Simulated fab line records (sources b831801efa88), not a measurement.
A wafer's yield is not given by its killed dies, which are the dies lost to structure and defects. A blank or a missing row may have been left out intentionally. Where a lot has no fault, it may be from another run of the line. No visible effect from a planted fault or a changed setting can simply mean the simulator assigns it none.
Which tool was responsible?    flow sky130    36 wafers from 12 lots sampled at 5 of the route's 708 steps

WHAT EACH GAUGE READ, for each wafer
SKY_NWELL_THK_MEAS_02. Usual: NWELL_OXIDATION_THK 10.02 nm, standard deviation 0.16.
lot   measured     on            NWELL_OXIDATION_THK (nm)  flag
L579  day 2 13:20  filmMetro-03  10.08 10.03 10.11         
L580  day 2 19:07  filmMetro-02  10.32 10.13 10.28         
L581  day 3 01:12  filmMetro-03  10.17 10.14 10.32         
L583  day 3 08:22  filmMetro-03  9.72 9.78 9.81            
L585  day 3 19:34  filmMetro-03  9.72 9.69 10.02           
L587  day 4 08:08  filmMetro-03  10.17 9.99 9.95           
L588  day 4 12:32  filmMetro-02  10.06 9.98 9.98           
L589  day 4 16:42  filmMetro-03  10.09 10.06 10.04         
L591  day 5 02:13  filmMetro-03  9.94 9.82 9.99            
L598  day 6 16:34  filmMetro-01  9.88 9.95 10.10           
L601  day 7 12:35  filmMetro-02  9.82 9.89 10.04           
L602  day 7 14:52  filmMetro-01  10.22 10.09 10.10         

SKY_PWDE_TW_MEAS_10. Usual: PWDE_TW 373.6, standard deviation 2.6.
lot   measured     on            PWDE_TW            flag
L579  day 3 21:08  filmMetro-03  373.2 371.9 371.7  
L580  day 4 04:16  filmMetro-02  374.5 372.9 376.4  
L581  day 4 09:58  filmMetro-02  376.4 377.9 376.7  
L583  day 4 18:52  filmMetro-02  377.9 375.8 376.6  
L585  day 5 06:06  filmMetro-01  377.9 376.7 378.2  
L587  day 5 21:02  filmMetro-01  376.9 377.4 377.3  
L588  day 6 00:54  filmMetro-01  375.0 375.5 375.5  
L589  day 6 06:55  filmMetro-02  372.9 372.5 373.2  
L591  day 6 17:08  filmMetro-01  373.6 375.0 375.0  
L598  day 8 08:55  filmMetro-02  371.8 371.7 372.7  
L601  day 9 07:11  filmMetro-01  374.0 373.4 373.3  
L602  day 9 10:04  filmMetro-03  372.4 369.9 369.5  

SKY_NWELL_OVL_MEAS_23. Usual: NWELL_01_OVL -1.2 nm, standard deviation 1.5.
lot   measured      on          NWELL_01_OVL (nm)  flag
L579  day 5 08:35   overlay-02  0.6 0.3 0.3        
L580  day 5 16:35   overlay-01  -0.1 -0.4 -0.7     
L581  day 5 22:53   overlay-01  1.4 -0.9 -0.6      
L583  day 6 08:19   overlay-01  -2.5 -1.9 -1.5     
L585  day 6 19:40   overlay-01  1.3 2.2 1.6        
L587  day 7 13:18   overlay-02  -2.1 -2.4 -2.1     
L588  day 7 15:50   overlay-02  -2.8 -2.1 -1.3     
L589  day 7 23:26   overlay-01  172.1 172.5 173.2  OFF
L591  day 8 10:29   overlay-01  173.7 173.4 173.8  OFF
L598  day 10 05:54  overlay-02  1.5 1.7 1.3        
L601  day 11 06:53  overlay-02  -0.5 -1.9 -1.2     
L602  day 11 09:28  overlay-01  0.7 0.1 -1.2       

EACH LOT AND THE TOOL THAT RAN IT (in order: tool; ch and the chambers of the sampled wafers; start)
lot   SKY_DNWELL_STRIP_08                 SKY_NWELL_EXPOSE_20
L579  plasmaAsher-03 ch 0,1, day 3 05:14  ilineStepper-02 ch 0, day 4 23:21
L580  plasmaAsher-03 ch 0,1, day 3 11:25  ilineStepper-02 ch 0, day 5 07:29
L581  plasmaAsher-03 ch 0,1, day 3 16:50  ilineStepper-02 ch 0, day 5 13:31
L583  plasmaAsher-01 ch 0,1, day 4 01:11  ilineStepper-02 ch 0, day 5 23:20
L585  plasmaAsher-04 ch 0,1, day 4 12:19  ilineStepper-02 ch 0, day 6 10:17
L587  plasmaAsher-03 ch 0,1, day 5 01:32  ilineStepper-02 ch 0, day 7 03:21
L588  plasmaAsher-03 ch 0,1, day 5 06:02  ilineStepper-01 ch 0, day 7 06:04
L589  plasmaAsher-04 ch 0,1, day 5 10:58  ilineStepper-02 ch 0, day 7 13:07
L591  plasmaAsher-03 ch 0,1, day 5 20:56  ilineStepper-02 ch 0, day 7 23:55
L598  plasmaAsher-04 ch 0,1, day 7 12:05  ilineStepper-01 ch 0, day 9 18:06
L601  plasmaAsher-01 ch 0,1, day 8 09:10  ilineStepper-01 ch 0, day 10 18:38
L602  plasmaAsher-01 ch 0,1, day 8 12:10  ilineStepper-01 ch 0, day 10 21:40
- SKY_DNWELL_STRIP_08: strips in O2/N2.
- SKY_NWELL_EXPOSE_20: exposes mask NWM COMPLEMENT, target cd 840 nm.

WHAT THE TOOLS THEMSELVES READ (means of the sampled wafers that have a number; where no wafer has one, the mark that the record gives instead)
SKY_DNWELL_STRIP_08. Usual: drypumpMotorCurrentA 5.9 A, standard deviation 0.48; oesProductAu 0.723 a.u., standard deviation 0.0046; stripTimeToEndpointS 36.91 s, standard deviation 0.098.
lot   tool            drypumpMotorCurrentA (A)  oesProductAu (a.u.)  stripTimeToEndpointS (s)  flag
L579  plasmaAsher-03  6.4                       0.721                36.93                     
L580  plasmaAsher-03  6.4                       0.720                36.97                     
L581  plasmaAsher-03  6.4                       0.729                36.81                     
L583  plasmaAsher-01  5.7                       0.726                37.07                     
L585  plasmaAsher-04  5.7                       0.728                36.97                     
L587  plasmaAsher-03  6.1                       0.721                36.82                     
L588  plasmaAsher-03  6.5                       0.724                37.07                     
L589  plasmaAsher-04  5.5                       0.722                36.90                     
L591  plasmaAsher-03  6.1                       0.724                36.75                     
L598  plasmaAsher-04  5.7                       0.724                36.81                     
L601  plasmaAsher-01  5.6                       0.722                36.94                     
L602  plasmaAsher-01  5.6                       0.722                37.02                     

SKY_NWELL_EXPOSE_20. Usual: exposureDoseMJCm2 reads 259.99 (standard deviation 0.29).
lot   tool             exposureDoseMJCm2  flag
L579  ilineStepper-02  260.00             
L580  ilineStepper-02  259.98             
L581  ilineStepper-02  260.14             
L583  ilineStepper-02  260.06             
L585  ilineStepper-02  260.19             
L587  ilineStepper-02  259.54             
L588  ilineStepper-01  260.59             
L589  ilineStepper-02  260.10             
L591  ilineStepper-02  259.68             
L598  ilineStepper-01  260.08             
L601  ilineStepper-01  259.56             
L602  ilineStepper-01  259.84             

THE ANSWER, worked out from the rows above alone
Rule: take the mean of a lot's wafers that have a number; if it is more than 3 standard deviations from the usual mean, the lot is off. A lot without any number at a reading at which 4 lots or more have one is off too. Where the step has rows for the other lots, those lots are counted as sound. First the gauges in route order, then the tools' own readings, where a lot's mean is used as printed above. The first step at which some lot is off is used, and at that step the reading that is off furthest; a lot without a number counts as furthest.
Off: at SKY_NWELL_OVL_MEAS_23 (NWELL_01_OVL), L589, L591.
If a tool, at a process step before that reading, ran all the lots that are off and no sound lot after the first of them, it fits. The gauges at SKY_NWELL_OVL_MEAS_23 are tried like those tools. One fits: SKY_NWELL_EXPOSE_20 on ilineStepper-02. A fault onset in the window from L587 (day 7 03:21, its last sound lot) to L589 (day 7 13:07, its first lot off) fits.

WHAT THE SIMULATOR HAD INSERTED
Scanner matching overlay: ilineStepper-02, from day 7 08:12 on, at SKY_NWELL_EXPOSE_20. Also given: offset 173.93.
Shown lots that were struck: L589, L591. The rule above found the same.
